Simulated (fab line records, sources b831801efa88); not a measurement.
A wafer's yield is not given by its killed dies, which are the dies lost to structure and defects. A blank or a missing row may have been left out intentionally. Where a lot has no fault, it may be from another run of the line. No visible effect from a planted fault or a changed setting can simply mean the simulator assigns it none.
What tool caused it? :: flow sfq line :: route of 325 steps, sampled at 1 step: 14 lots, 42 wafers

WHAT THE GAUGES READ, wafer by wafer
Not one reading of a measure or inspect step in the record can be checked against a usual standard deviation.

TOOL THAT RAN EACH LOT (tool first, then ch and the chambers of the sampled wafers, then the start)
lot: L777
SFQ_TRILAYER_M3_ETCH_METAL_ETCH_078: rie metal-01 ch 0,1, day 44 01:37

lot: L779
SFQ_TRILAYER_M3_ETCH_METAL_ETCH_078: rie metal-02 ch 0,1, day 45 02:54

lot: L780
SFQ_TRILAYER_M3_ETCH_METAL_ETCH_078: rie metal-04 ch 1, day 45 05:22

lot: L782
SFQ_TRILAYER_M3_ETCH_METAL_ETCH_078: rie metal-04 ch 1, day 46 02:11

lot: L783
SFQ_TRILAYER_M3_ETCH_METAL_ETCH_078: rie metal-04 ch 0,1, day 46 14:14

lot: L784
SFQ_TRILAYER_M3_ETCH_METAL_ETCH_078: rie metal-04 ch 0,1, day 48 01:18

lot: L785
SFQ_TRILAYER_M3_ETCH_METAL_ETCH_078: rie metal-01 ch 0,1, day 48 02:30

lot: L786
SFQ_TRILAYER_M3_ETCH_METAL_ETCH_078: rie metal-04 ch 0,1, day 48 09:42

lot: L787
SFQ_TRILAYER_M3_ETCH_METAL_ETCH_078: rie metal-02 ch 0,1, day 48 14:30

lot: L788
SFQ_TRILAYER_M3_ETCH_METAL_ETCH_078: rie metal-02 ch 0,1, day 48 20:01

lot: L789
SFQ_TRILAYER_M3_ETCH_METAL_ETCH_078: rie metal-02 ch 0,1, day 49 03:01

lot: L790
SFQ_TRILAYER_M3_ETCH_METAL_ETCH_078: rie metal-02 ch 0,1, day 49 07:46

lot: L791
SFQ_TRILAYER_M3_ETCH_METAL_ETCH_078: rie metal-02 ch 0,1, day 49 15:01

lot: L793
SFQ_TRILAYER_M3_ETCH_METAL_ETCH_078: rie metal-04 ch 0, day 50 04:10
- SFQ_TRILAYER_M3_ETCH_METAL_ETCH_078: etches Nb in Cl2/Ar, stops on SiO2, target depth 240 nm, time 120 s.

WHAT THE TOOLS THEMSELVES READ (means of the sampled wafers that have a number; where no wafer has one, the mark that the record gives instead)
SFQ_TRILAYER_M3_ETCH_METAL_ETCH_078. Usual: drypump motor current A 5.59 A, standard deviation 0.3; oes product au 0.896 a.u., standard deviation 0.0066; run length s 148.4 s, standard deviation 0.59.
lot: L777
tool: rie metal-01
drypump motor current A (A): 5.77
oes product au (a.u.): 0.898
run length s (s): 148.2
flag: 

lot: L779
tool: rie metal-02
drypump motor current A (A): 5.89
oes product au (a.u.): 0.898
run length s (s): 147.7
flag: 

lot: L780
tool: rie metal-04
drypump motor current A (A): 5.33
oes product au (a.u.): 0.898
run length s (s): 149.1
flag: 

lot: L782
tool: rie metal-04
drypump motor current A (A): 5.34
oes product au (a.u.): 0.896
run length s (s): 149.2
flag: 

lot: L783
tool: rie metal-04
drypump motor current A (A): 5.22
oes product au (a.u.): 0.895
run length s (s): 148.6
flag: 

lot: L784
tool: rie metal-04
drypump motor current A (A): 5.27
oes product au (a.u.): 0.890
run length s (s): 148.9
flag: 

lot: L785
tool: rie metal-01
drypump motor current A (A): 5.75
oes product au (a.u.): 0.897
run length s (s): 148.5
flag: 

lot: L786
tool: rie metal-04
drypump motor current A (A): 5.27
oes product au (a.u.): 0.893
run length s (s): 148.7
flag: 

lot: L787
tool: rie metal-02
drypump motor current A (A): 5.91
oes product au (a.u.): 0.895
run length s (s): 147.6
flag: 

lot: L788
tool: rie metal-02
drypump motor current A (A): 5.84
oes product au (a.u.): 0.895
run length s (s): 147.9
flag: 

lot: L789
tool: rie metal-02
drypump motor current A (A): 5.84
oes product au (a.u.): 0.900
run length s (s): 147.9
flag: 

lot: L790
tool: rie metal-02
drypump motor current A (A): 5.94
oes product au (a.u.): 0.934
run length s (s): 142.6
flag: OFF

lot: L791
tool: rie metal-02
drypump motor current A (A): 5.91
oes product au (a.u.): 0.945
run length s (s): 142.8
flag: OFF

lot: L793
tool: rie metal-04
drypump motor current A (A): 5.16
oes product au (a.u.): 0.901
run length s (s): 148.3
flag: 

THE ANSWER, worked out from the rows above alone
Rule: a lot counts as off when the mean over its wafers that have a number is more than 3 standard deviations away from the usual mean. Also off: a lot with no number at a reading for which 4 or more lots have one. All remaining lots with rows at the step are treated as sound. First the gauges in route order, then the tools' own readings, where a lot's mean is used as printed above. At the first step where some lot is off, the reading lying furthest off is the one used; lots without a number count as furthest.
Off at SFQ_TRILAYER_M3_ETCH_METAL_ETCH_078 (run length s): L790, L791.
A tool fits if, at that step or a process step before it, it ran every lot that is off, and no sound lot after the first of them. One fits: SFQ_TRILAYER_M3_ETCH_METAL_ETCH_078 on rie metal-02. Its last sound lot is L789 (day 49 03:01), its first lot that is off L790 (day 49 07:46): a fault that began between those two fits.
The tool's own readings at SFQ_TRILAYER_M3_ETCH_METAL_ETCH_078 bear it out: on the lots that are off they differ by more than 5 times the standard deviation of the sound lots' means. oes product au reads 0.940 a.u. there against 0.896 a.u. on the sound lots; run length s reads 142.7 s there against 148.4 s on the sound lots.

WHAT WAS PUT IN BY THE SIMULATOR
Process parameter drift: rie metal-02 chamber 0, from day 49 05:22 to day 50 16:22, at SFQ_TRILAYER_M3_ETCH_METAL_ETCH_078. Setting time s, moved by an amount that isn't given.
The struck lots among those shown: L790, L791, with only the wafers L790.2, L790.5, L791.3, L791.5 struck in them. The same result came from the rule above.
